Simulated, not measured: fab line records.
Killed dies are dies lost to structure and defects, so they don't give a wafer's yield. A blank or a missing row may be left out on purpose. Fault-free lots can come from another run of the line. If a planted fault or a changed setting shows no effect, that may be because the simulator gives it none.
Which tool is to blame? -- flow sky130 -- route of 708 steps, sampled at 1 step: 9 lots, 27 wafers

== WHAT THE GAUGES READ, wafer by wafer ==
SKY_PWDE_OVL_MEAS_07.
lot,measured,on,PWDE_OVL (nm)
L579,day 3 16:19,overlay-02,1.5 1.3 2.6
L580,day 4 02:47,overlay-01,-1.5 -1.7 -1.7
L581,day 4 06:38,overlay-02,-0.8 0.7 -0.8
L583,day 4 16:46,overlay-02,-2.0 -1.0 -3.1
L584,day 5 04:30,overlay-01,-2.0 -2.5 -0.3
L585,day 5 16:53,overlay-02,1.1 0.6 1.9
L586,day 5 16:58,overlay-01,-1.0 -0.6 0.0
L587,day 6 01:20,overlay-01,-0.4 -0.1 -0.5
L588,day 6 04:10,overlay-02,-1.5 -1.5 0.5

== EACH LOT AND THE TOOL THAT RAN IT (in order: tool; ch and the chambers of the sampled wafers; start) ==
Before these readings, the record contains no process step.

== THE ANSWER, worked out from the rows above alone ==
Rule: the usual values come from the lots themselves. Put in order of their means at a reading, lots are off if they are a third of the lots or fewer, leave a main group of 4 or more, and stand apart from it by a gap of 3 or more times the standard deviation of the main group's means; of several such gaps the widest counts. If all means in a main group match to the digits the tables above print for the reading, that group is not used. Also off: a lot with no number at a reading for which 4 or more lots have one. The other lots that the step has rows for count as sound.
No lot is off on any of the readings shown, so nothing can be concluded from this.

== WHAT THE SIMULATOR PUT IN ==
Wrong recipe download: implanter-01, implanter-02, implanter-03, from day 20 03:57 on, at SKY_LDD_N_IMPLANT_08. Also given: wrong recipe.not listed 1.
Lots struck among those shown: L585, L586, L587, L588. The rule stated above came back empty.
